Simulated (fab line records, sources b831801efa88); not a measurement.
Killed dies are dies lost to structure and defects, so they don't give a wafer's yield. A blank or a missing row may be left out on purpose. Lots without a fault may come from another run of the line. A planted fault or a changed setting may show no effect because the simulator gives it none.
fab line records | flow sky130
record lots=6 wafers=18 last_day=50
route steps=708 shown NWELL@34 DNWELL@35 PWDE@45 PAD_OPEN@708
lots that met no fault: from a run of the same line without faults
start_h: hours from the record's first day to the start of the lot's first wafer shown | wait_h: hours since the lot's step before | " the same as in the row above | L1.1+2: a row that stands for several wafers | - no value, or no start given | * or withheld: withheld | < > ~ a bound
route shown NAME@n: a module of which the file shows steps, and the number in the route of the first | usual: mean/standard deviation of fault-free wafers | same: alike in all rows | chamber/n: place in a boat | sites: the reading at each site | _std_site: their standard deviation | _edge_site: outer sites' mean less inner sites' | radius_mm: how far each site lies from the wafer's centre | mask NAME#n: copy n | behind: the tool/chamber that last shaped the wafer | hold: why the lot was held/for how many hours/how that ended | device: the transistor (n, p or np) that didn't switch | end of line: the same wafers' tests at the end of the route | a step without rows: its recipe alone | killed: dies lost to structure and defects at the first sort, not the wafer's yield | map: a wafer's dies, x killed, . not, _ none there
set.NAME: the setting as run; set.NAME@STEP: as run at that earlier step | model.NAME: the simulator's own value behind a step, which no gauge read
lots at some steps of the route; a table a step, a row a wafer
services: from which hour (start_h, from the record's first day; less than 0 if before it) a tool's chamber was out of use, for how many hours, and why
## steps
# step SKY_NWELL_THK_MEAS_02
# recipe reads=SiO2_of_NWELL_OXIDATION_01
# usual NWELL_OXIDATION_THK=10.01/0.17
# columns lot.wafer tool chamber start_h wait_h NWELL_OXIDATION_THK[nm]
L909.2 film_metro-04 - 72.55 0.0 9.81
L909.5 " - " " 9.93
L909.6 " - " " 9.84
L911.4 film_metro-04 - 80.94 0.0 9.84
L911.5 " - " " 10.17
L911.6 " - " " 10.19
L917.1 film_metro-01 - 115.10 0.0 9.89
L917.2 " - " " 9.97
L917.3 " - " " 9.89
L918.2 film_metro-03 - 116.51 0.0 10.02
L918.4 " - " " 9.93
L918.5 " - " " 10.05
L919.3 film_metro-04 - 118.41 0.0 10.05
L919.4 " - " " 9.86
L919.6 " - " " 9.88
L926.2 film_metro-04 - 165.66 0.1 10.04
L926.3 " - " " 10.08
L926.4 " - " " 10.05
# step SKY_DNWELL_DEHYDRATE_00
# recipe temp_c=200 time_s=60
# step SKY_DNWELL_HMDS_01
# recipe prime_time_s=60 prime_temp_c=120
# step SKY_DNWELL_COAT_02
# recipe spin_rpm=2000 resist_thk_nm=3000
# step SKY_DNWELL_SOFTBAKE_03
# recipe temp_c=110 time_s=withheld
# step SKY_DNWELL_EXPOSE_04
# recipe mask_id=DNM na=0.57 target_cd_nm=3000 dose_mj=222
# step SKY_DNWELL_PEB_05
# recipe temp_c=115 time_s=withheld
# step SKY_DNWELL_DEVELOP_06
# recipe wall_angle_deg=90 developer=TMAH develop_time_s=60 dev_temp_c=23
# step SKY_DNWELL_IMPLANT_07
# recipe species=P energy_kev=withheld dose_cm2=withheld tilt_deg=withheld
# step SKY_DNWELL_STRIP_08
# recipe chemistry=O2/N2 power_w=1400 pressure_mtorr=1500 platen_temp_c=withheld o2_flow_sccm=3000 n2_flow_sccm=300 overash_fraction=0.5
# usual drypump_motor_current_A=5.8/0.38 oes_product_au=0.722/0.0048 strip_time_to_endpoint_s=36.98/0.098
# columns lot.wafer tool chamber start_h wait_h drypump_motor_current_A oes_product_au rf_hours_counter_h strip_time_to_endpoint_s
L909.2 plasma_asher-01 1 88.63 0.1 5.8 0.722 41 36.98
L909.5 " 0 " " 5.0 0.725 - 37.06
L909.6 " 1 " " 5.8 0.725 - 37.05
L911.4 plasma_asher-02 1 98.29 0.1 5.7 0.723 - 37.02
L911.5 " 0 " " 6.4 0.725 - 37.07
L911.6 " 1 " " 5.7 0.727 - 37.05
L917.1 plasma_asher-02 1 131.21 0.1 5.7 0.720 33 36.75
L917.2 " 0 " " 6.3 0.731 33 36.81
L917.3 " 0 " " 6.4 0.732 - 36.78
L918.2 plasma_asher-04 0 132.26 0.1 6.0 0.724 45 37.01
L918.4 " 0 " " 6.0 0.715 - 37.02
L918.5 " 0 " " 6.0 0.735 - 37.04
L919.3 plasma_asher-02 1 134.09 0.1 5.7 0.727 - 36.80
L919.4 " 0 " " 6.3 0.712 - 36.84
L919.6 " 1 " " 5.6 0.717 - 36.90
L926.2 plasma_asher-04 0 186.21 0.1 6.0 0.718 48 36.92
L926.3 " 1 " " 5.8 0.718 - 36.91
L926.4 " 0 " " 6.0 0.722 - 36.97
# step SKY_DNWELL_TW_MEAS_09
# usual DNWELL_TW=1107/15
# columns lot.wafer tool chamber start_h wait_h DNWELL_TW
L909.2 film_metro-03 - 88.74 0.1 1100
L909.5 " - " " 1103
L909.6 " - " " 1107
L911.4 film_metro-01 - 98.39 0.1 1088
L911.5 " - " " 1084
L911.6 " - " " 1079
L917.1 film_metro-03 - 131.31 0.1 1106
L917.2 " - " " 1108
L917.3 " - " " 1105
L918.2 film_metro-03 - 132.37 0.1 1111
L918.4 " - " " 1108
L918.5 " - " " 1103
L919.3 film_metro-04 - 134.18 0.1 1115
L919.4 " - " " 1114
L919.6 " - " " 1113
L926.2 film_metro-03 - 186.32 0.1 1099
L926.3 " - " " 1104
L926.4 " - " " 1107
# step SKY_PWDE_DEHYDRATE_00
# recipe temp_c=200 time_s=60
# step SKY_PWDE_HMDS_01
# recipe prime_time_s=60 prime_temp_c=120
# usual prime_temp_c=120.00/0.12 resist_line_temp_C=22.97/0.12
# columns lot.wafer tool chamber start_h wait_h prime_temp_c resist_line_temp_C
L909.2 litho_track-01 0 97.16 0.1 120.11 22.91
L909.5 " 0 " " 120.08 22.82
L909.6 " 0 " " 119.66 22.84
L911.4 litho_track-04 0 106.84 0.1 119.99 23.02
L911.5 " 0 " " 119.97 23.03
L911.6 " 0 " " 120.02 23.04
L917.1 litho_track-01 0 138.99 0.1 118.29 23.04
L917.2 " 0 " " 118.10 22.97
L917.3 " 0 " " 118.36 22.94
L918.2 litho_track-01 0 140.01 0.1 118.32 23.19
L918.4 " 0 " " 118.38 23.14
L918.5 " 0 " " 118.48 23.07
L919.3 litho_track-04 0 141.76 0.1 120.13 22.92
L919.4 " 0 " " 120.11 23.06
L919.6 " 0 " " 120.02 22.89
L926.2 litho_track-04 0 196.19 0.1 120.03 22.92
L926.3 " 0 " " 119.96 22.84
L926.4 " 0 " " 120.12 22.83
# step SKY_PWDE_COAT_02
# recipe spin_rpm=2000 resist_thk_nm=3000
# step SKY_PAD_OPEN_PROBE_99
# usual killed_at_M0_to_M3=43/7.3 killed_at_M4_up=3.0/2 killed_at_contacts=24/5.2 killed_at_front_end=15/4.4 killed_at_other=0.2/0.48 killed_dies=86/9.1 killed_open=47/7.3 killed_short=38/6.4
# same gross_dies=492 killed_at_back_side=0
# columns lot.wafer tool chamber start_h wait_h killed_at_M0_to_M3 killed_at_M4_up killed_at_contacts killed_at_front_end killed_at_other killed_dies killed_open killed_short
L911.4 prober-02 - 1117.61 0.2 48 1 25 22 0 96 63 32
L911.5 prober-02 - 1117.66 0.2 53 2 24 13 0 92 42 50
L911.6 prober-02 - 1117.71 0.2 60 4 20 12 0 96 60 36
L917.1 prober-02 - 1154.81 0.1 38 3 27 18 0 86 43 42
L917.2 prober-02 - 1154.86 0.1 44 4 30 14 0 92 44 46
L917.3 prober-02 - 1154.91 0.2 41 0 25 10 0 76 43 33
L918.2 prober-01 - 1157.29 0.1 34 5 19 19 0 77 41 36
L918.4 prober-01 - 1157.39 0.2 42 2 30 9 0 83 41 42
L918.5 prober-01 - 1157.44 0.2 27 1 32 17 1 78 43 35
L919.3 prober-02 - 1164.19 0.2 34 3 16 24 0 77 41 36
L919.4 prober-02 - 1164.24 0.2 41 4 22 21 0 88 46 39
L919.6 prober-02 - 1164.34 0.2 41 1 17 20 0 79 47 31
# killed by level:class
L911.4 VIA1:geometric_particle:open=11 LI_CONTACT:geometric_particle:open=10 CONTACT:geometric_particle:open=9 METAL1:geometric_particle:short=8 POLY_GATE:geometric_particle:open=6 FIELD_ISO:geometric_particle:open=5 VIA3:geometric_particle:open=5 METAL1:geometric_particle:open=4
L911.5 METAL1:geometric_particle:short=18 CONTACT:geometric_particle:open=10 LI_CONTACT:geometric_particle:open=8 VIA1:geometric_particle:short=5 VIA1:geometric_particle:open=5 VIA3:geometric_particle:open=5 POLY_GATE:geometric_particle:short=4 VIA2:geometric_particle:short=4
L911.6 VIA1:geometric_particle:open=14 VIA2:geometric_particle:open=11 CONTACT:geometric_particle:open=9 LI_CONTACT:geometric_particle:open=7 VIA3:geometric_particle:open=7 METAL2:geometric_particle:short=6 METAL1:geometric_particle:short=6 CONTACT:geometric_particle:short=4
L917.1 CONTACT:geometric_particle:open=11 VIA1:geometric_particle:open=11 LI_CONTACT:geometric_particle:open=7 METAL2:geometric_particle:short=6 VIA3:geometric_particle:open=6 FIELD_ISO:geometric_particle:short=5 FIELD_ISO:geometric_particle:open=5 POLY_GATE:geometric_particle:short=4
L917.2 VIA1:geometric_particle:open=13 CONTACT:geometric_particle:open=12 VIA1:geometric_particle:short=7 METAL2:geometric_particle:short=7 LOCAL_INTERCONNECT:geometric_particle:short=6 LI_CONTACT:geometric_particle:short=5 POLY_GATE:geometric_particle:short=4 LI_CONTACT:geometric_particle:open=4
L917.3 CONTACT:geometric_particle:open=9 VIA1:geometric_particle:open=8 LI_CONTACT:geometric_particle:open=7 VIA2:geometric_particle:open=7 VIA1:geometric_particle:short=6 CONTACT:geometric_particle:short=5 VIA3:geometric_particle:open=5 METAL1:geometric_particle:short=4
L918.2 VIA1:geometric_particle:open=14 FIELD_ISO:geometric_particle:short=7 CONTACT:geometric_particle:short=6 CONTACT:geometric_particle:open=5 POLY_GATE:geometric_particle:short=5 LI_CONTACT:geometric_particle:open=5 FIELD_ISO:geometric_particle:open=4 VIA3:geometric_particle:short=4
L918.4 CONTACT:geometric_particle:open=9 LOCAL_INTERCONNECT:geometric_particle:short=9 VIA1:geometric_particle:open=8 METAL1:geometric_particle:short=7 VIA2:geometric_particle:open=6 VIA3:geometric_particle:open=6 VIA1:geometric_particle:short=5 VIA3:geometric_particle:short=5
L918.5 CONTACT:geometric_particle:open=10 VIA1:geometric_particle:open=8 CONTACT:geometric_particle:short=7 LI_CONTACT:geometric_particle:open=6 LOCAL_INTERCONNECT:geometric_particle:short=6 POLY_GATE:geometric_particle:open=5 VIA2:geometric_particle:open=5 FIELD_ISO:geometric_particle:open=4
L919.3 POLY_GATE:geometric_particle:open=7 POLY_GATE:geometric_particle:short=6 VIA3:geometric_particle:open=6 FIELD_ISO:geometric_particle:open=5 LI_CONTACT:geometric_particle:open=5 VIA1:geometric_particle:open=5 VIA2:geometric_particle:open=5 LOCAL_INTERCONNECT:geometric_particle:short=4
L919.4 VIA3:geometric_particle:open=9 CONTACT:geometric_particle:open=9 FIELD_ISO:geometric_particle:open=7 METAL1:geometric_particle:short=6 VIA1:geometric_particle:short=6 POLY_GATE:geometric_particle:short=5 LI_CONTACT:geometric_particle:open=5 VIA1:geometric_particle:open=5
L919.6 VIA3:geometric_particle:open=11 FIELD_ISO:geometric_particle:open=7 LI_CONTACT:geometric_particle:open=7 VIA1:geometric_particle:open=7 FIELD_ISO:geometric_particle:short=6 CONTACT:geometric_particle:open=6 VIA2:geometric_particle:open=6 VIA3:geometric_particle:short=5
## services
# columns tool chamber start_h hours kind
plasma_asher-02 - 81.68 8.0 repair
plasma_asher-04 - 91.27 7.8 repair
plasma_asher-01 - 108.75 9.0 pm
plasma_asher-01 0 108.75 9.0 vent_cycle
plasma_asher-01 1 108.75 9.0 vent_cycle
plasma_asher-01 0 117.75 - clean
plasma_asher-01 1 117.75 - clean
plasma_asher-04 - 151.21 10.0 pm
plasma_asher-04 - 166.19 9.6 repair
## key
first_sign step=SKY_PWDE_HMDS_01 reading=prime_temp_c direction=down sigmas=14 usual=* struck=*
effect none on later readings
met_at SKY_PWDE_HMDS_01
struck_wafers L917.1,L917.2,L917.3,L918.2,L918.4,L918.5
tester_left_out L917,L918
onset_between 97.16 138.99
fault kind=process_parameter_drift tool=litho_track-01 chamber=- onset_h=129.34 steps=SKY_PWDE_HMDS_01 channel=prime_temp_c offset=* shape=step end_h=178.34 acts_in=* stated=*
# tester_left_out: of these lots the tester's yield and bins aren't shown, on N5 and GAA mostly nor the transistor test; their killed dies are dies lost to structure and defects alone, not to doping, threshold or leakage, so they don't give the yield
